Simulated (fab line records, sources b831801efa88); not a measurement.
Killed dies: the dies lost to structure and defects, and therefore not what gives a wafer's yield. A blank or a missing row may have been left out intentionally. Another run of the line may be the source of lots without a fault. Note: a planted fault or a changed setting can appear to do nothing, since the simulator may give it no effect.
Comparing a struck lot with a sound one :: flow sky130 :: 44 out of 708 route steps
Sound: the wafers L171.2, L171.3, L171.6. Struck: wafers L193.1, L193.3, L193.4. The cause is named last.
At each step with rows: each side's tool, then ch and its chambers, then its first start. Under that, the readings that differ: sound wafers :: struck wafers :: difference of the means :: sigmas: that difference in standard deviations of wafers without a fault.
alike: a reading whose means differ by less than 2 such deviations, as well as words and numbers matching on both sides. not compared: withheld readings; readings where some wafer has no value; bounds like >300 that might hide an equal value; numbers whose values overlap and for which the record gives no deviation.
The two part at a step that has a row with sigmas, a row that says differs or no value, or rows on one side only. Non-overlapping numbers with no deviation appear without sigmas and do not part them. Lack of a reading on every wafer of one side parts them only where that side has two or more wafers.

first, 2 steps without rows for these wafers: SKY_DNWELL_DEVELOP_06 (develop time 60 s); SKY_DNWELL_IMPLANT_07.
SKY_DNWELL_STRIP_08: strips in O2/N2.
  sound on plasma-asher-04 ch 0,1, day 3 14:17; struck on plasma-asher-02 ch 0,1, day 8 08:21
  alike: drypump-motor-current-A, oes-product-au, strip-time-to-endpoint-s
  not compared: rf-hours-counter-h
SKY_DNWELL_TW_MEAS_09:
  sound on film-metro-02 at day 3 14:23; struck on film-metro-02 at day 8 08:27
reading: DNWELL_TW
sound: 1138 1134 1135
struck: 1115 1113 1116
difference: -21
sigmas: -3
then, 7 steps without rows for these wafers: SKY_PWDE_DEHYDRATE_00 (time 60 s); SKY_PWDE_HMDS_01 (prime time 60 s); SKY_PWDE_COAT_02 (resist thk 3000 nm); SKY_PWDE_SOFTBAKE_03; SKY_PWDE_EXPOSE_04 (exposes mask PWDEM, target cd 840 nm); SKY_PWDE_PEB_05; SKY_PWDE_DEVELOP_06 (develop time 60 s).
SKY_PWDE_OVL_MEAS_07:
  sound on overlay-01 at day 4 08:02; struck on overlay-02 at day 9 05:59
  alike: PWDE_OVL
SKY_PWDE_IMPLANT_08:
  sound on implanter-01 ch 0, day 4 08:05; struck on implanter-02 ch 0, day 9 06:01
reading: dose-ions-cm2
sound: 3.606e+12 3.604e+12 3.606e+12
struck: 3.52e+12 3.517e+12 3.519e+12
difference: -8.67e+10
sigmas: -22
SKY_PWDE_STRIP_09: strips in O2/N2.
  sound on plasma-asher-04 ch 1, day 4 08:13; struck on plasma-asher-02 ch 0,1, day 9 06:10
  alike: drypump-motor-current-A, oes-product-au, strip-time-to-endpoint-s
  not compared: rf-hours-counter-h
SKY_PWDE_TW_MEAS_10:
  sound on film-metro-01 at day 4 08:20; struck on film-metro-01 at day 9 06:16
reading: PWDE_TW
sound: 376.0 375.7 378.0
struck: 369.9 369.5 369.3
difference: -7.0
sigmas: -4
then, 7 steps without rows for these wafers: SKY_NWELL_DEHYDRATE_03 (time 60 s); SKY_NWELL_HMDS_04 (prime time 60 s); SKY_NWELL_COAT_05 (resist thk 3000 nm); SKY_NWELL_SOFTBAKE_06; SKY_NWELL_EXPOSE_07 (exposes mask NWM, target cd 840 nm); SKY_NWELL_PEB_08; SKY_NWELL_DEVELOP_09 (develop time 62.75 s).
SKY_NWELL_OVL_MEAS_10:
  sound on overlay-02 at day 5 01:43; struck on overlay-02 at day 10 05:27
  alike: NWELL_00_OVL
then, 3 steps without rows for these wafers: SKY_NWELL_IMPLANT_11; SKY_NWELL_IMPLANT_12; SKY_NWELL_IMPLANT_13.
SKY_NWELL_STRIP_14: strips in O2/N2.
  sound on plasma-asher-02 ch 0,1, day 5 02:11; struck on plasma-asher-01 ch 0,1, day 10 05:56
reading: strip-time-to-endpoint-s (s)
sound: 37.12 37.09 37.21
struck: 36.89 36.84 36.92
difference: -0.26
sigmas: -3
  alike: drypump-motor-current-A, oes-product-au
  not compared: rf-hours-counter-h
SKY_NWELL_TW_MEAS_15:
  sound on film-metro-02 at day 5 02:18; struck on film-metro-04 at day 10 06:02
  alike: NWELL_TW
then, 7 steps without rows for these wafers: SKY_NWELL_DEHYDRATE_16 (time 60 s); SKY_NWELL_HMDS_17 (prime time 60 s); SKY_NWELL_COAT_18 (resist thk 3000 nm); SKY_NWELL_SOFTBAKE_19; SKY_NWELL_EXPOSE_20 (exposes mask NWM COMPLEMENT, target cd 840 nm); SKY_NWELL_PEB_21; SKY_NWELL_DEVELOP_22 (develop time 60 s).
SKY_NWELL_OVL_MEAS_23:
  sound on overlay-01 at day 5 20:55; struck on overlay-02 at day 11 04:30
  alike: NWELL_01_OVL
following that, these wafers have no rows for 1 step: SKY_NWELL_IMPLANT_24.
SKY_NWELL_STRIP_25: strips in O2/N2.
  sound on plasma-asher-01 ch 0,1, day 5 21:05; struck on plasma-asher-01 ch 0,1, day 11 04:41
reading: strip-time-to-endpoint-s (s)
sound: 36.97 36.90 36.87
struck: 36.67 36.57 36.78
difference: -0.24
sigmas: -2
  alike: drypump-motor-current-A, oes-product-au
  not compared: rf-hours-counter-h
SKY_NWELL_TW_MEAS_26:
  sound on film-metro-04 at day 5 21:12; struck on film-metro-04 at day 11 04:47
  alike: NWELL_2_TW
then, 1 step without rows for these wafers: SKY_NWELL_CLEAN_27 (cleans in SC1/SC2, time 150 s).
SKY_NWELL_RTA_28: time 30 s.
  sound on rtp-anneal-01 ch 0, day 5 21:19; struck on rtp-anneal-02 ch 0, day 11 04:54
  alike: lamp-power-pct, wafer_temp_C_max
SKY_NWELL_RS_MEAS_29: uses a four-point probe to measure.
  sound on film-metro-02 at day 5 21:25; struck on film-metro-01 at day 11 05:00
  alike: NWELL_RS
SKY_NWELL_RS_MEAS_31: uses a four-point probe to measure.
  sound on film-metro-02 at day 5 21:40; struck on film-metro-01 at day 11 05:14
reading: PWDE_RS (ohm/sq)
sound: 5283 5264 5264
struck: 5394 5389 5409
difference: +127
sigmas: +8
-- the record jumps here: 40 days lie between the struck wafers' starts before and after (it left off in module NWELL and takes up again in module PAD_OPEN, whose first step shown is number 708 of the route) --
SKY_PAD_OPEN_PROBE_99:
  sound on prober-01 at day 47 04:26; struck on prober-02 at day 51 15:01
reading: killed-at-other
sound: 3 1 1
struck: 0 0 0
difference: -2
sigmas: -3
  alike: killed_at_M0_to_M3, killed_at_M4_up, killed-at-contacts, killed-at-front-end, killed-dies, killed-open, killed-short
  not compared: model.etest.res-pwde-under-gate.rs-ohm-sq

## WHERE THEY PART
Earliest at SKY_DNWELL_TW_MEAS_09; latest, in this record, at SKY_PAD_OPEN_PROBE_99.

WHY: what had been put in by the simulator
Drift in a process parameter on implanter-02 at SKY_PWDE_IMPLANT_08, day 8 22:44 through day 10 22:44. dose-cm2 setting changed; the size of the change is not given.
